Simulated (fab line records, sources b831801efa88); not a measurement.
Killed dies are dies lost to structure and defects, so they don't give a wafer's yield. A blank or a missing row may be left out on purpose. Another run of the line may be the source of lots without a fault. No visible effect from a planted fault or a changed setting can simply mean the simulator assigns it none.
Which of the tools did it?    flow gf180mcu    45 wafers from 15 lots sampled at 7 of the route's 602 steps

== WHAT THE GAUGES SHOWED, per wafer ==
GF_HV_LDD_OVL_MEAS_08.
lot   measured      on          HV_LDD_OVL (nm)
L786  day 10 06:21  overlay-02  -0.1 -1.8 0.6
L787  day 10 12:33  overlay-01  2.0 -0.8 -1.7
L788  day 10 23:15  overlay-02  0.6 1.8 0.5
L789  day 11 12:49  overlay-01  -1.9 -0.5 0.3
L790  day 11 19:08  overlay-02  1.5 -0.1 -0.6
L791  day 11 23:46  overlay-02  -1.8 -2.9 -3.1
L793  day 12 14:08  overlay-02  -2.4 -1.6 -2.5
L795  day 13 08:54  overlay-01  -0.1 0.0 1.0
L797  day 13 20:24  overlay-01  -1.8 -1.3 0.1
L798  day 14 05:14  overlay-01  1.0 0.2 0.1
L799  day 14 05:50  overlay-01  -3.1 -4.0 -2.7
L800  day 14 17:44  overlay-01  -0.7 -0.5 -1.4
L805  day 16 03:03  overlay-01  -0.8 -0.1 -0.2
L806  day 16 11:03  overlay-01  0.4 1.4 -0.9
L808  day 17 03:11  overlay-02  -2.9 -3.0 0.4

GF_HV_LDD_CD_MEAS_46: target cd 400 nm.
lot   measured      on        cdNm (nm)
L786  day 12 15:49  cdSem-01  402.1 403.2 400.1
L787  day 12 21:33  cdSem-02  398.8 398.1 399.6
L788  day 13 08:20  cdSem-02  395.9 397.0 397.2
L789  day 14 00:17  cdSem-02  407.0 405.2 405.5
L790  day 14 06:40  cdSem-02  402.5 402.1 399.9
L791  day 14 12:27  cdSem-01  399.3 398.7 397.4
L793  day 15 03:40  cdSem-01  401.8 399.6 399.8
L795  day 16 01:03  cdSem-02  400.0 402.7 401.8
L797  day 16 13:31  cdSem-02  402.2 402.3 403.4
L798  day 16 23:05  cdSem-02  396.4 400.5 396.9
L799  day 16 23:25  cdSem-01  398.0 398.5 400.8
L800  day 17 13:13  cdSem-02  395.8 399.1 398.1
L805  day 19 01:11  cdSem-02  400.6 397.7 401.2
L806  day 19 11:07  cdSem-02  396.9 396.8 399.7
L808  day 20 04:10  cdSem-01  397.6 399.1 397.3

GF_NSD_CD_MEAS_07: target cd 400 nm.
lot   measured      on        cdNm (nm)
L786  day 13 14:23  cdSem-01  397.6 396.5 399.0
L787  day 13 19:47  cdSem-01  401.0 400.6 401.4
L788  day 14 08:08  cdSem-01  399.2 397.5 398.7
L789  day 15 00:10  cdSem-02  398.8 398.8 401.7
L790  day 15 06:49  cdSem-01  401.2 402.0 398.5
L791  day 15 12:16  cdSem-02  399.2 399.9 399.4
L793  day 16 04:17  cdSem-02  396.3 396.5 398.2
L795  day 17 04:05  cdSem-02  396.8 394.6 394.5
L797  day 17 17:32  cdSem-02  - - -
L798  day 18 01:16  cdSem-02  400.8 399.8 401.5
L799  day 18 01:40  cdSem-02  - - -
L800  day 18 16:17  cdSem-02  - - -
L805  day 20 04:25  cdSem-02  395.3 396.7 397.1
L806  day 20 14:25  cdSem-02  401.7 402.0 400.5
L808  day 21 07:44  cdSem-02  398.9 396.6 396.8

GF_NSD_OVL_MEAS_08.
lot   measured      on          NSD_OVL (nm)
L786  day 13 14:30  overlay-02  0.0 0.0 2.4
L787  day 13 19:53  overlay-01  -0.5 1.3 1.3
L788  day 14 08:16  overlay-01  -2.4 -0.3 -1.9
L789  day 15 00:15  overlay-02  -1.6 -0.2 -1.6
L790  day 15 06:56  overlay-01  0.0 -1.7 -4.0
L791  day 15 12:22  overlay-02  -1.6 0.0 -1.0
L793  day 16 04:24  overlay-02  -1.8 0.0 -1.4
L795  day 17 04:11  overlay-02  -3.5 -0.2 -1.9
L797  day 17 17:39  overlay-02  - - -
L798  day 18 01:22  overlay-01  -1.9 -0.5 -1.4
L799  day 18 01:46  overlay-01  - - -
L800  day 18 16:24  overlay-01  - - -
L805  day 20 04:31  overlay-02  -0.8 0.2 0.3
L806  day 20 14:32  overlay-01  -1.3 0.1 -2.1
L808  day 21 07:52  overlay-01  -0.7 0.3 0.4

GF_NSD_TW_MEAS_12.
lot   measured      on            NSD_TW
L786  day 13 14:56  filmMetro-02  4264 4277 4243
L787  day 13 20:20  filmMetro-02  4268 4267 4279
L788  day 14 08:42  filmMetro-02  4237 4277 4246
L789  day 15 00:42  filmMetro-04  4191 4215 4206
L790  day 15 07:22  filmMetro-03  4250 4249 4252
L791  day 15 12:49  filmMetro-02  4280 4289 4264
L793  day 16 04:50  filmMetro-03  4267 4264 4261
L795  day 17 04:38  filmMetro-03  4226 4240 4226
L797  day 17 18:05  filmMetro-03  30 30 30
L798  day 18 01:49  filmMetro-03  4260 4264 4247
L799  day 18 02:12  filmMetro-02  30 30 30
L800  day 18 16:50  filmMetro-04  29 29 29
L805  day 20 04:58  filmMetro-04  4209 4190 4198
L806  day 20 14:58  filmMetro-03  4293 4264 4290
L808  day 21 08:18  filmMetro-02  4241 4251 4236

== EACH LOT AND THE TOOL THAT RAN IT (in order: tool; ch and the chambers of the sampled wafers; start) ==
lot   GF_HV_LDD_STRIP_10                   GF_NSD_DEVELOP_06
L786  plasmaAsher-03 ch 0,1, day 10 06:32  lithoTrack-03 ch 0, day 13 14:14
L787  plasmaAsher-03 ch 0,1, day 10 12:44  lithoTrack-02 ch 0, day 13 19:38
L788  plasmaAsher-04 ch 0,1, day 10 23:26  lithoTrack-01 ch 0, day 14 07:59
L789  plasmaAsher-03 ch 0,1, day 11 13:01  lithoTrack-02 ch 0, day 15 00:02
L790  plasmaAsher-03 ch 0,1, day 11 19:19  lithoTrack-02 ch 0, day 15 06:40
L791  plasmaAsher-03 ch 0,1, day 11 23:56  lithoTrack-01 ch 0, day 15 12:07
L793  plasmaAsher-02 ch 0,1, day 12 14:19  lithoTrack-03 ch 0, day 16 04:08
L795  plasmaAsher-02 ch 0,1, day 13 09:05  lithoTrack-02 ch 0, day 17 03:56
L797  plasmaAsher-04 ch 0,1, day 13 20:35  lithoTrack-03 ch 0, day 17 17:23
L798  plasmaAsher-04 ch 0,1, day 14 05:25  lithoTrack-01 ch 0, day 18 01:07
L799  plasmaAsher-02 ch 0,1, day 14 06:03  lithoTrack-03 ch 0, day 18 01:32
L800  plasmaAsher-04 ch 0,1, day 14 17:56  lithoTrack-03 ch 0, day 18 16:08
L805  plasmaAsher-03 ch 0,1, day 16 03:14  lithoTrack-01 ch 0, day 20 04:16
L806  plasmaAsher-03 ch 0,1, day 16 11:14  lithoTrack-02 ch 0, day 20 14:16
L808  plasmaAsher-04 ch 0, day 17 03:23    lithoTrack-01 ch 0, day 21 07:35
- GF_HV_LDD_STRIP_10: strips in O2/N2.
- GF_NSD_DEVELOP_06: develop time 60 s.

== AS READ BY THE TOOLS THEMSELVES (means over the sampled wafers that have a number; for cases with no such wafer, the mark the record gives instead) ==
GF_HV_LDD_STRIP_10.
lot   tool            drypumpMotorCurrentA (A)  heaterPowerW (W)  oesProductAu (a.u.)  stripTimeToEndpointS (s)
L786  plasmaAsher-03  5.6                       324               0.714                12.64
L787  plasmaAsher-03  5.5                       342               0.718                12.64
L788  plasmaAsher-04  5.8                       364               0.718                12.64
L789  plasmaAsher-03  5.5                       343               0.714                12.61
L790  plasmaAsher-03  5.6                       323               0.716                12.65
L791  plasmaAsher-03  5.6                       323               0.716                12.61
L793  plasmaAsher-02  5.5                       369               0.712                12.63
L795  plasmaAsher-02  5.3                       367               0.719                12.61
L797  plasmaAsher-04  5.8                       365               0.716                12.53
L798  plasmaAsher-04  6.2                       369               0.714                12.61
L799  plasmaAsher-02  5.4                       364               0.715                12.56
L800  plasmaAsher-04  6.2                       369               0.717                12.69
L805  plasmaAsher-03  5.6                       341               0.718                12.60
L806  plasmaAsher-03  5.6                       326               0.713                12.69
L808  plasmaAsher-04  6.5                       378               0.717                12.67

GF_NSD_DEVELOP_06.
lot   tool           developerTempC (C)
L786  lithoTrack-03  23.07
L787  lithoTrack-02  22.94
L788  lithoTrack-01  22.93
L789  lithoTrack-02  22.98
L790  lithoTrack-02  22.96
L791  lithoTrack-01  23.00
L793  lithoTrack-03  23.29
L795  lithoTrack-02  22.97
L797  lithoTrack-03  23.15
L798  lithoTrack-01  23.17
L799  lithoTrack-03  22.96
L800  lithoTrack-03  23.10
L805  lithoTrack-01  22.98
L806  lithoTrack-02  23.01
L808  lithoTrack-01  22.94

== THE ANSWER, worked out from the rows above alone ==
Rule: the usual values come from the lots themselves. Put in order of their means at a reading, lots are off if they are a third of the lots or fewer, leave a main group of 4 or more, and stand apart from it by a gap of 3 or more times the standard deviation of the main group's means; of several such gaps the widest counts. The tables above print the reading to a certain number of digits; a main group whose means all agree to those digits is not used. A lot without any number at a reading at which 4 lots or more have one is off too. All remaining lots with rows at the step are treated as sound. The gauges are gone through in route order, then the tools' own readings, and for those a lot's mean is taken as printed above. At the first step where some lot is off, the reading lying furthest off is the one used; lots without a number count as furthest.
Off, at GF_NSD_CD_MEAS_07 on cdNm: L797, L799, L800. Without a number there: L797, L799, L800. The main group has a mean of 398.8 nm with a standard deviation of 1.9.
A tool fits if, at a process step before that reading, it ran every lot that is off, and no sound lot after the first of them. Not tried: the gauges at GF_NSD_CD_MEAS_07; whatever is off there is also off at GF_NSD_OVL_MEAS_08, on other tools, and gauge error can't account for it. One fits: lithoTrack-03 at GF_NSD_DEVELOP_06. Its last sound lot is L793 (day 16 04:08), its first lot that is off L797 (day 17 17:23): a fault that began between those two fits.

== WHAT WAS PUT IN BY THE SIMULATOR ==
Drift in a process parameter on lithoTrack-03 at GF_NSD_DEVELOP_06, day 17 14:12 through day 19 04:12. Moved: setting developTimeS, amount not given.
Struck lots among those shown: L797, L799, L800. Same finding as the rule above.
